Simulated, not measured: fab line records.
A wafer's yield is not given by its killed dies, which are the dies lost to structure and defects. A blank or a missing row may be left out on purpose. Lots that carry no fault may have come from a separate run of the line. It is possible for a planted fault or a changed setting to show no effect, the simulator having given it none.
The same fault as seen by 2 desks + flow sky130 + numbers are kept per desk, each desk with only its own; the story behind them comes last

THE METROLOGY DESK
What the gauges read for every lot (on any tool): the sampled wafers with a number, averaged. Marked OUT: a lot whose mean sits more than 4 standard deviations from the usual mean, which makes it out of limits; the brackets give that distance.
Columns: A = SD_P_TW at SKY_SD_P_TW_MEAS_11, usual 2820; B = SD_N_OVL at SKY_SD_N_OVL_MEAS_08, usual -0.1 nm; C = LOCAL_INTERCONNECT_OVL at SKY_LOCAL_INTERCONNECT_OVL_MEAS_12, usual 3 nm
| lot  | first seen here | A    | B    | C  |
|------|-----------------|------|------|----|
| L721 | day 25 21:45    | 2796 | -2.0 | -0 |
| L722 | day 25 23:59    | 2822 | 1.1  | 6  |
| L723 | day 26 19:35    | 2838 | 1.9  | 1  |
| L727 | day 27 19:12    | 2824 | -0.7 | 6  |
| L728 | day 28 09:06    | 2787 | -0.2 | -0 |
| L731 | day 29 00:39    | 2816 | 1.7  | -2 |
| L732 | day 29 09:40    | 2807 | 0.9  | 4  |
| L733 | day 29 21:05    | 2813 | 0.7  | 7  |
| L736 | day 31 04:17    | 2852 | -1.1 | 7  |
| L739 | day 31 20:31    | 2832 | -1.4 | 6  |
| L738 | day 31 20:49    | 2845 | 3.1  | 1  |
| L740 | day 32 02:29    | 2791 | -1.8 | -3 |
| L742 | day 32 20:14    | 2840 | -1.7 | 2  |
| L743 | day 33 04:31    | 2788 | -1.6 | 5  |
Finding of this desk: none of the 14 lots has anything out of limits.

AT THE TOOL OWNER'S DESK: lithoTrack-04
The tool's own readings at SKY_LOCAL_INTERCONNECT_DEVELOP_10 (develop time 60 s): means of the sampled wafers that have a number, for each lot that ran on this tool. Marked OUT: a lot whose mean sits more than 4 standard deviations from the usual mean, which makes it out of limits; the brackets give that distance.
Columns: A = developerTempC at SKY_LOCAL_INTERCONNECT_DEVELOP_10, usual 21.03 C; B = exhaustPa at SKY_LOCAL_INTERCONNECT_DEVELOP_10, usual 44.9 Pa
| lot  | first seen here | A                | B    |
|------|-----------------|------------------|------|
| L721 | day 30 19:00    | 21.10            | 46.0 |
| L723 | day 31 14:00    | 21.10            | 45.0 |
| L727 | day 32 14:00    | 20.25 (-7.9) OUT | 45.4 |
| L731 | day 33 17:00    | 20.23 (-8.1) OUT | 45.5 |
| L732 | day 34 02:00    | 20.17 (-8.7) OUT | 45.7 |
| L738 | day 36 11:00    | 21.04            | 44.7 |
| L740 | day 36 14:00    | 20.92            | 44.5 |
| L742 | day 37 07:00    | 20.95            | 45.4 |
| L743 | day 37 16:00    | 21.01            | 44.6 |
This desk's verdict: out of limits on L727, L731, L732, starting with L727 at day 32 14:00 (developerTempC at SKY_LOCAL_INTERCONNECT_DEVELOP_10). Within limits: L721, L723, L738, L740, L742, L743.

PUT TOGETHER
The tool owner's desk could have raised an alarm at day 32 14:00, on L727, L731, L732.
From the metrology desk's view, nothing was out of limits.
The metrology desk has L727, L731, L732 on record, within its limits.
The lots listed all ran SKY_LOCAL_INTERCONNECT_DEVELOP_10 on lithoTrack-04.

WHAT HAD BEEN PUT IN BY THE SIMULATOR
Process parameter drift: lithoTrack-04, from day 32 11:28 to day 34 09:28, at SKY_LOCAL_INTERCONNECT_DEVELOP_10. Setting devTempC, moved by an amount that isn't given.
Struck lots among those shown: L727, L731, L732.
How many hours passed from the start of the fault until each desk's first out-of-limits reading: the tool owner's desk, 3.
